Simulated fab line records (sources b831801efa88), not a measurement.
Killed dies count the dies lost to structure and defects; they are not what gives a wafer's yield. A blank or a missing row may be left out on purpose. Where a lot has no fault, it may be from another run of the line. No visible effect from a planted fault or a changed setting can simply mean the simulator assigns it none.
fab line records / flow sky130 / part 2 of 2: steps 26 to 34 of 34
record: lots: 5 wafers: 15 last-day: 49
route steps=708 shown METAL1@446 VIA1@458
lots that met no fault: from a run of the same line without faults
start-h: hours from the record's first day to the start of the lot's first wafer shown / wait-h: hours since the lot's step before / " repeats the value in the row above / L1.1+2: a single row standing in for several wafers / - either no value or no given start / * or withheld: withheld / < > ~ a bound
route shown NAME@n: names a module that has steps shown in the file, with the first one's number in the route / usual: mean/standard deviation of fault-free wafers / same: alike in all rows / chamber/n: place in a boat / sites: per-site readings / _std_site: the standard deviation of these / _edge_site: mean of outer sites minus mean of inner sites / radius-mm: how far each site lies from the wafer's centre / mask NAME#n: copy n / behind: the last tool/chamber to shape the wafer / hold: the reason the lot was held/the length of the hold in hours/how it ended / device: names the non-switching transistor (n, p or np) / end of line: tests of these same wafers at the route's end / where a step has no rows: the recipe by itself / killed: the dies lost at the first sort to structure and to defects; this is not the yield of the wafer / map: a wafer's dies, x killed, . not, _ none there
set.NAME: the run value of the setting; set.NAME@STEP: its run value at that earlier step / model.NAME: the simulator's own value behind a step, which no gauge read
lots at some steps of the route; a table a step, a row a wafer
services: the hour from which a tool's chamber was out of use, counted from the record's first day as start-h (under 0 if before that day), plus the number of hours and why
== steps ==
step: SKY_VIA1_OVL_MEAS_13
usual: VIA1_OVL: 0/6.2
lot.wafer=L078.1 tool=overlay-01 chamber=- start-h=820.56 wait-h=0.1 VIA1_OVL[nm]=-6
lot.wafer=L078.2 tool=overlay-01 chamber=- start-h=820.56 wait-h=0.1 VIA1_OVL[nm]=-4
lot.wafer=L078.5 tool=overlay-01 chamber=- start-h=820.56 wait-h=0.1 VIA1_OVL[nm]=3
lot.wafer=L079.3 tool=overlay-01 chamber=- start-h=829.46 wait-h=0.1 VIA1_OVL[nm]=-1
lot.wafer=L079.5 tool=overlay-01 chamber=- start-h=829.46 wait-h=0.1 VIA1_OVL[nm]=-11
lot.wafer=L079.6 tool=overlay-01 chamber=- start-h=829.46 wait-h=0.1 VIA1_OVL[nm]=-4
lot.wafer=L080.1 tool=overlay-02 chamber=- start-h=832.85 wait-h=0.1 VIA1_OVL[nm]=5
lot.wafer=L080.2 tool=overlay-02 chamber=- start-h=832.85 wait-h=0.1 VIA1_OVL[nm]=-1
lot.wafer=L080.6 tool=overlay-02 chamber=- start-h=832.85 wait-h=0.1 VIA1_OVL[nm]=0
lot.wafer=L085.1 tool=overlay-02 chamber=- start-h=872.41 wait-h=0.1 VIA1_OVL[nm]=10
lot.wafer=L085.2 tool=overlay-02 chamber=- start-h=872.41 wait-h=0.1 VIA1_OVL[nm]=1
lot.wafer=L085.6 tool=overlay-02 chamber=- start-h=872.41 wait-h=0.1 VIA1_OVL[nm]=3
lot.wafer=L092.1 tool=overlay-01 chamber=- start-h=921.60 wait-h=0.1 VIA1_OVL[nm]=6
lot.wafer=L092.2 tool=overlay-01 chamber=- start-h=921.60 wait-h=0.1 VIA1_OVL[nm]=3
lot.wafer=L092.3 tool=overlay-01 chamber=- start-h=921.60 wait-h=0.1 VIA1_OVL[nm]=12
step: SKY_VIA1_ETCH_14
recipe: chemistry: N2/H2 target: BARC ion-energy-ev: 200 source-w: 500 bias-w: 100 pressure-mtorr: 30 n2-flow-sccm: 100 h2-flow-sccm: 200 stop-on: SiO2 time-s: 45.9 target-depth-a: 600
usual: drypump-motor-current-A: 5.6/0.46 oes-product-au: 0.855/0.0046 throttle-valve-pct: 13.226/0.0097
lot.wafer=L078.1 tool=rie-diel-03 chamber=1 start-h=820.59 wait-h=0.0 drypump-motor-current-A=5.0 oes-product-au=0.854 rf-hours-counter-h=16 throttle-valve-pct=13.242
lot.wafer=L078.2 tool=rie-diel-03 chamber=2 start-h=820.59 wait-h=0.0 drypump-motor-current-A=5.4 oes-product-au=0.859 rf-hours-counter-h=11 throttle-valve-pct=13.230
lot.wafer=L078.5 tool=rie-diel-03 chamber=1 start-h=820.59 wait-h=0.0 drypump-motor-current-A=5.0 oes-product-au=0.861 rf-hours-counter-h=- throttle-valve-pct=13.215
lot.wafer=L079.3 tool=rie-diel-03 chamber=2 start-h=829.48 wait-h=0.0 drypump-motor-current-A=5.4 oes-product-au=0.852 rf-hours-counter-h=11 throttle-valve-pct=13.224
lot.wafer=L079.5 tool=rie-diel-03 chamber=1 start-h=829.48 wait-h=0.0 drypump-motor-current-A=5.0 oes-product-au=0.858 rf-hours-counter-h=- throttle-valve-pct=13.226
lot.wafer=L079.6 tool=rie-diel-03 chamber=2 start-h=829.48 wait-h=0.0 drypump-motor-current-A=5.4 oes-product-au=0.847 rf-hours-counter-h=- throttle-valve-pct=13.221
lot.wafer=L080.1 tool=rie-diel-01 chamber=0 start-h=832.88 wait-h=0.0 drypump-motor-current-A=6.1 oes-product-au=0.859 rf-hours-counter-h=8 throttle-valve-pct=13.238
lot.wafer=L080.2 tool=rie-diel-01 chamber=2 start-h=832.88 wait-h=0.0 drypump-motor-current-A=5.8 oes-product-au=0.849 rf-hours-counter-h=13 throttle-valve-pct=13.210
lot.wafer=L080.6 tool=rie-diel-01 chamber=2 start-h=832.88 wait-h=0.0 drypump-motor-current-A=5.8 oes-product-au=0.859 rf-hours-counter-h=- throttle-valve-pct=13.224
lot.wafer=L085.1 tool=rie-diel-01 chamber=1 start-h=872.44 wait-h=0.0 drypump-motor-current-A=5.7 oes-product-au=0.859 rf-hours-counter-h=6 throttle-valve-pct=13.205
lot.wafer=L085.2 tool=rie-diel-01 chamber=3 start-h=872.44 wait-h=0.0 drypump-motor-current-A=5.0 oes-product-au=0.857 rf-hours-counter-h=11 throttle-valve-pct=13.220
lot.wafer=L085.6 tool=rie-diel-01 chamber=2 start-h=872.44 wait-h=0.0 drypump-motor-current-A=5.8 oes-product-au=0.861 rf-hours-counter-h=- throttle-valve-pct=13.234
lot.wafer=L092.1 tool=rie-diel-02 chamber=3 start-h=921.63 wait-h=0.0 drypump-motor-current-A=5.2 oes-product-au=0.858 rf-hours-counter-h=20 throttle-valve-pct=13.224
lot.wafer=L092.2 tool=rie-diel-02 chamber=2 start-h=921.63 wait-h=0.0 drypump-motor-current-A=6.0 oes-product-au=0.855 rf-hours-counter-h=2 throttle-valve-pct=13.240
lot.wafer=L092.3 tool=rie-diel-02 chamber=0 start-h=921.63 wait-h=0.0 drypump-motor-current-A=5.3 oes-product-au=0.859 rf-hours-counter-h=4 throttle-valve-pct=13.229
step: SKY_VIA1_ETCH_15
recipe: target: SiO2 chemistry: C4F8/O2/Ar target-depth-nm: 351 stop-on: TiN mask-material: KrF-thick source-w: 1500 bias-w: 1200 pressure-mtorr: 40 c4f8-flow-sccm: withheld O2_flow_sccm: 6 Ar_flow_sccm: 300 time-s: 54
usual: oes-product-au: 0.972/0.005
lot.wafer=L078.1 tool=rie-diel-03 chamber=1 start-h=820.64 wait-h=0.0 oes-product-au=0.970 rf-hours-counter-h=16
lot.wafer=L078.2 tool=rie-diel-03 chamber=2 start-h=820.64 wait-h=0.0 oes-product-au=0.970 rf-hours-counter-h=11
lot.wafer=L078.5 tool=rie-diel-03 chamber=1 start-h=820.64 wait-h=0.0 oes-product-au=0.974 rf-hours-counter-h=-
lot.wafer=L079.3 tool=rie-diel-03 chamber=2 start-h=829.52 wait-h=0.0 oes-product-au=0.979 rf-hours-counter-h=11
lot.wafer=L079.5 tool=rie-diel-03 chamber=1 start-h=829.52 wait-h=0.0 oes-product-au=0.969 rf-hours-counter-h=-
lot.wafer=L079.6 tool=rie-diel-03 chamber=2 start-h=829.52 wait-h=0.0 oes-product-au=0.970 rf-hours-counter-h=-
lot.wafer=L080.1 tool=rie-diel-01 chamber=0 start-h=832.92 wait-h=0.0 oes-product-au=0.978 rf-hours-counter-h=8
lot.wafer=L080.2 tool=rie-diel-01 chamber=2 start-h=832.92 wait-h=0.0 oes-product-au=0.966 rf-hours-counter-h=13
lot.wafer=L080.6 tool=rie-diel-01 chamber=2 start-h=832.92 wait-h=0.0 oes-product-au=0.969 rf-hours-counter-h=-
lot.wafer=L085.1 tool=rie-diel-01 chamber=1 start-h=872.49 wait-h=0.0 oes-product-au=0.967 rf-hours-counter-h=7
lot.wafer=L085.2 tool=rie-diel-01 chamber=3 start-h=872.49 wait-h=0.0 oes-product-au=0.971 rf-hours-counter-h=11
lot.wafer=L085.6 tool=rie-diel-01 chamber=2 start-h=872.49 wait-h=0.0 oes-product-au=0.971 rf-hours-counter-h=-
lot.wafer=L092.1 tool=rie-diel-02 chamber=3 start-h=921.67 wait-h=0.0 oes-product-au=0.974 rf-hours-counter-h=20
lot.wafer=L092.2 tool=rie-diel-02 chamber=2 start-h=921.67 wait-h=0.0 oes-product-au=0.980 rf-hours-counter-h=2
lot.wafer=L092.3 tool=rie-diel-02 chamber=0 start-h=921.67 wait-h=0.0 oes-product-au=0.973 rf-hours-counter-h=4
step: SKY_VIA1_STRIP_16
recipe: chemistry: O2/N2 power-w: 1400 pressure-mtorr: 1500 platen-temp-c: withheld o2-flow-sccm: 3000 n2-flow-sccm: 300 overash-fraction: 0.5
usual: drypump-motor-current-A: 5.9/0.47 oes-product-au: 0.416/0.0046 strip-time-to-endpoint-s: 4.457/0.023
lot.wafer=L078.1 tool=plasma-asher-01 chamber=0 start-h=820.68 wait-h=0.0 drypump-motor-current-A=5.5 oes-product-au=0.420 rf-hours-counter-h=72 strip-time-to-endpoint-s=4.464
lot.wafer=L078.2 tool=plasma-asher-01 chamber=1 start-h=820.68 wait-h=0.0 drypump-motor-current-A=6.1 oes-product-au=0.415 rf-hours-counter-h=72 strip-time-to-endpoint-s=4.450
lot.wafer=L078.5 tool=plasma-asher-01 chamber=0 start-h=820.68 wait-h=0.0 drypump-motor-current-A=5.5 oes-product-au=0.422 rf-hours-counter-h=- strip-time-to-endpoint-s=4.481
lot.wafer=L079.3 tool=plasma-asher-01 chamber=1 start-h=829.60 wait-h=0.1 drypump-motor-current-A=6.1 oes-product-au=0.410 rf-hours-counter-h=- strip-time-to-endpoint-s=4.413
lot.wafer=L079.5 tool=plasma-asher-01 chamber=0 start-h=829.60 wait-h=0.1 drypump-motor-current-A=5.5 oes-product-au=0.415 rf-hours-counter-h=- strip-time-to-endpoint-s=4.440
lot.wafer=L079.6 tool=plasma-asher-01 chamber=1 start-h=829.60 wait-h=0.1 drypump-motor-current-A=6.1 oes-product-au=0.415 rf-hours-counter-h=- strip-time-to-endpoint-s=4.440
lot.wafer=L080.1 tool=plasma-asher-03 chamber=0 start-h=832.97 wait-h=0.0 drypump-motor-current-A=5.2 oes-product-au=0.418 rf-hours-counter-h=100 strip-time-to-endpoint-s=4.439
lot.wafer=L080.2 tool=plasma-asher-03 chamber=1 start-h=832.97 wait-h=0.0 drypump-motor-current-A=6.4 oes-product-au=0.416 rf-hours-counter-h=100 strip-time-to-endpoint-s=4.448
lot.wafer=L080.6 tool=plasma-asher-03 chamber=1 start-h=832.97 wait-h=0.0 drypump-motor-current-A=6.3 oes-product-au=0.411 rf-hours-counter-h=- strip-time-to-endpoint-s=4.458
lot.wafer=L085.1 tool=plasma-asher-03 chamber=0 start-h=872.53 wait-h=0.0 drypump-motor-current-A=5.2 oes-product-au=0.419 rf-hours-counter-h=104 strip-time-to-endpoint-s=4.467
lot.wafer=L085.2 tool=plasma-asher-03 chamber=1 start-h=872.53 wait-h=0.0 drypump-motor-current-A=6.3 oes-product-au=0.418 rf-hours-counter-h=104 strip-time-to-endpoint-s=4.441
lot.wafer=L085.6 tool=plasma-asher-03 chamber=0 start-h=872.53 wait-h=0.0 drypump-motor-current-A=5.2 oes-product-au=0.417 rf-hours-counter-h=- strip-time-to-endpoint-s=4.499
lot.wafer=L092.1 tool=plasma-asher-03 chamber=0 start-h=921.72 wait-h=0.0 drypump-motor-current-A=5.2 oes-product-au=0.418 rf-hours-counter-h=109 strip-time-to-endpoint-s=4.464
lot.wafer=L092.2 tool=plasma-asher-03 chamber=1 start-h=921.72 wait-h=0.0 drypump-motor-current-A=6.3 oes-product-au=0.420 rf-hours-counter-h=109 strip-time-to-endpoint-s=4.443
lot.wafer=L092.3 tool=plasma-asher-03 chamber=0 start-h=921.72 wait-h=0.0 drypump-motor-current-A=5.2 oes-product-au=0.422 rf-hours-counter-h=- strip-time-to-endpoint-s=4.463
step: SKY_VIA1_STRIP_17
recipe: chemistry: post-etch-residue-remover time-s: 1200 temp-c: 72.5
lot.wafer=L078.1+2+5 tool=wet-bench-04 chamber=1 start-h=820.78 wait-h=0.1
lot.wafer=L079.3+5+6 tool=wet-bench-02 chamber=0 start-h=829.67 wait-h=0.0
lot.wafer=L080.1+2+6 tool=wet-bench-01 chamber=3 start-h=833.07 wait-h=0.1
lot.wafer=L085.1+2+6 tool=wet-bench-02 chamber=0 start-h=872.63 wait-h=0.1
lot.wafer=L092.1+2+3 tool=wet-bench-04 chamber=0 start-h=921.82 wait-h=0.1
step: SKY_VIA1_CLEAN_18
recipe: chemistry: IPA time-s: 180 temp-c: 25
lot.wafer=L078.1+2+5 tool=wet-bench-02 chamber=3 start-h=821.12 wait-h=0.0
lot.wafer=L079.3+5+6 tool=wet-bench-01 chamber=2 start-h=830.04 wait-h=0.0
lot.wafer=L080.1+2+6 tool=wet-bench-04 chamber=3 start-h=833.44 wait-h=0.0
lot.wafer=L085.1+2+6 tool=wet-bench-01 chamber=0 start-h=872.97 wait-h=0.0
lot.wafer=L092.1+2+3 tool=wet-bench-02 chamber=3 start-h=922.16 wait-h=0.0
step: SKY_VIA1_CLEAN_19
recipe: chemistry: O3/DIW dry: n2-spin
lot.wafer=L078.1+2+5 tool=wet-bench-04 chamber=1 start-h=821.18 wait-h=0.0
lot.wafer=L079.3+5+6 tool=wet-bench-04 chamber=1 start-h=830.11 wait-h=0.0
lot.wafer=L080.1+2+6 tool=wet-bench-01 chamber=2 start-h=833.50 wait-h=0.0
lot.wafer=L085.1+2+6 tool=wet-bench-04 chamber=1 start-h=873.04 wait-h=0.0
lot.wafer=L092.1+2+3 tool=wet-bench-01 chamber=2 start-h=922.22 wait-h=0.0
step: SKY_VIA1_SPUTTER_20
recipe: material: TiN target-thk-nm: 20 chamber-pressure-pa: 5 power-w: 4000 time-s: 80
usual: cathode-dc-power-W: 3999.9/0.68 throttle-valve-pct: 30.1/0.74
lot.wafer=L078.1 tool=pvd-sputter-01 chamber=- start-h=821.27 wait-h=0.0 cathode-dc-power-W=3999.1 throttle-valve-pct=28.7
lot.wafer=L078.2 tool=pvd-sputter-01 chamber=- start-h=821.27 wait-h=0.0 cathode-dc-power-W=3999.1 throttle-valve-pct=30.2
lot.wafer=L078.5 tool=pvd-sputter-01 chamber=- start-h=821.27 wait-h=0.0 cathode-dc-power-W=4000.4 throttle-valve-pct=29.9
lot.wafer=L079.3 tool=pvd-sputter-02 chamber=- start-h=830.20 wait-h=0.0 cathode-dc-power-W=3999.4 throttle-valve-pct=29.3
lot.wafer=L079.5 tool=pvd-sputter-02 chamber=- start-h=830.20 wait-h=0.0 cathode-dc-power-W=3999.7 throttle-valve-pct=29.7
lot.wafer=L079.6 tool=pvd-sputter-02 chamber=- start-h=830.20 wait-h=0.0 cathode-dc-power-W=3998.8 throttle-valve-pct=29.2
lot.wafer=L080.1 tool=pvd-sputter-02 chamber=- start-h=833.60 wait-h=0.0 cathode-dc-power-W=3999.5 throttle-valve-pct=29.8
lot.wafer=L080.2 tool=pvd-sputter-02 chamber=- start-h=833.60 wait-h=0.0 cathode-dc-power-W=4000.9 throttle-valve-pct=30.9
lot.wafer=L080.6 tool=pvd-sputter-02 chamber=- start-h=833.60 wait-h=0.0 cathode-dc-power-W=4000.3 throttle-valve-pct=29.5
lot.wafer=L085.1 tool=pvd-sputter-01 chamber=- start-h=873.14 wait-h=0.0 cathode-dc-power-W=4000.8 throttle-valve-pct=29.5
lot.wafer=L085.2 tool=pvd-sputter-01 chamber=- start-h=873.14 wait-h=0.0 cathode-dc-power-W=4000.3 throttle-valve-pct=30.4
lot.wafer=L085.6 tool=pvd-sputter-01 chamber=- start-h=873.14 wait-h=0.0 cathode-dc-power-W=4000.3 throttle-valve-pct=29.8
lot.wafer=L092.1 tool=pvd-sputter-02 chamber=- start-h=922.31 wait-h=0.0 cathode-dc-power-W=3998.0 throttle-valve-pct=31.1
lot.wafer=L092.2 tool=pvd-sputter-02 chamber=- start-h=922.31 wait-h=0.0 cathode-dc-power-W=4001.4 throttle-valve-pct=30.3
lot.wafer=L092.3 tool=pvd-sputter-02 chamber=- start-h=922.31 wait-h=0.0 cathode-dc-power-W=4000.2 throttle-valve-pct=29.0
step: SKY_VIA1_CVD_21
recipe: material: W target-thk-nm: 270 time-s: 80.902 temp-c: 400 pressure-torr: 40
usual: heater-power-w: 866/82 susceptor-temp-C: 399.99/0.24
lot.wafer=L078.1 tool=cvd-w-01 chamber=0 start-h=821.34 wait-h=0.0 heater-power-w=754 susceptor-temp-C=399.94
lot.wafer=L078.2 tool=cvd-w-01 chamber=1 start-h=821.34 wait-h=0.0 heater-power-w=945 susceptor-temp-C=400.43
lot.wafer=L078.5 tool=cvd-w-01 chamber=0 start-h=821.34 wait-h=0.0 heater-power-w=754 susceptor-temp-C=399.98
lot.wafer=L079.3 tool=cvd-w-01 chamber=0 start-h=830.29 wait-h=0.1 heater-power-w=737 susceptor-temp-C=399.54
lot.wafer=L079.5 tool=cvd-w-01 chamber=0 start-h=830.29 wait-h=0.1 heater-power-w=752 susceptor-temp-C=399.64
lot.wafer=L079.6 tool=cvd-w-01 chamber=1 start-h=830.29 wait-h=0.1 heater-power-w=925 susceptor-temp-C=399.90
lot.wafer=L080.1 tool=cvd-w-01 chamber=0 start-h=833.66 wait-h=0.0 heater-power-w=757 susceptor-temp-C=399.80
lot.wafer=L080.2 tool=cvd-w-01 chamber=1 start-h=833.66 wait-h=0.0 heater-power-w=965 susceptor-temp-C=399.74
lot.wafer=L080.6 tool=cvd-w-01 chamber=1 start-h=833.66 wait-h=0.0 heater-power-w=922 susceptor-temp-C=400.37
lot.wafer=L085.1 tool=cvd-w-02 chamber=1 start-h=873.20 wait-h=0.0 heater-power-w=930 susceptor-temp-C=400.19
lot.wafer=L085.2 tool=cvd-w-02 chamber=0 start-h=873.20 wait-h=0.0 heater-power-w=920 susceptor-temp-C=399.79
lot.wafer=L085.6 tool=cvd-w-02 chamber=1 start-h=873.20 wait-h=0.0 heater-power-w=900 susceptor-temp-C=399.95
lot.wafer=L092.1 tool=cvd-w-02 chamber=0 start-h=922.37 wait-h=0.0 heater-power-w=881 susceptor-temp-C=400.02
lot.wafer=L092.2 tool=cvd-w-02 chamber=1 start-h=922.37 wait-h=0.0 heater-power-w=812 susceptor-temp-C=400.03
lot.wafer=L092.3 tool=cvd-w-02 chamber=1 start-h=922.37 wait-h=0.0 heater-power-w=816 susceptor-temp-C=400.01
== services ==
tool=krf-scanner-02 chamber=- start-h=764.74 hours=4.0 kind=pm
tool=krf-scanner-01 chamber=- start-h=768.76 hours=0.8 kind=pm
tool=krf-scanner-02 chamber=- start-h=771.83 hours=2.4 kind=repair
tool=rie-metal-02 chamber=- start-h=781.38 hours=0.8 kind=repair
tool=wet-bench-04 chamber=- start-h=795.41 hours=4.4 kind=pm
tool=krf-scanner-01 chamber=- start-h=799.20 hours=1.3 kind=pm
tool=plasma-asher-01 chamber=- start-h=806.53 hours=1.7 kind=repair
tool=rie-diel-01 chamber=2 start-h=810.23 hours=12.0 kind=repair
tool=rie-diel-03 chamber=- start-h=824.50 hours=2.8 kind=pm
tool=krf-scanner-02 chamber=- start-h=825.71 hours=1.0 kind=pm
tool=plasma-asher-01 chamber=- start-h=829.82 hours=1.7 kind=repair
tool=rie-diel-01 chamber=1 start-h=845.47 hours=3.0 kind=repair
tool=krf-scanner-01 chamber=- start-h=847.55 hours=8.1 kind=repair
tool=krf-scanner-01 chamber=- start-h=850.57 hours=1.2 kind=repair
tool=plasma-asher-01 chamber=- start-h=853.71 hours=1.0 kind=repair
tool=rie-metal-01 chamber=- start-h=865.29 hours=0.3 kind=repair
tool=krf-scanner-02 chamber=- start-h=867.86 hours=1.3 kind=pm
tool=rie-diel-01 chamber=- start-h=869.19 hours=0.5 kind=repair
tool=krf-scanner-02 chamber=- start-h=870.29 hours=0.9 kind=repair
tool=rie-metal-01 chamber=- start-h=891.33 hours=2.8 kind=pm
tool=krf-scanner-02 chamber=- start-h=894.55 hours=0.9 kind=repair
tool=krf-scanner-02 chamber=- start-h=901.28 hours=0.8 kind=pm
tool=krf-scanner-02 chamber=- start-h=904.92 hours=3.9 kind=repair
tool=rie-metal-01 chamber=- start-h=915.09 hours=0.2 kind=repair
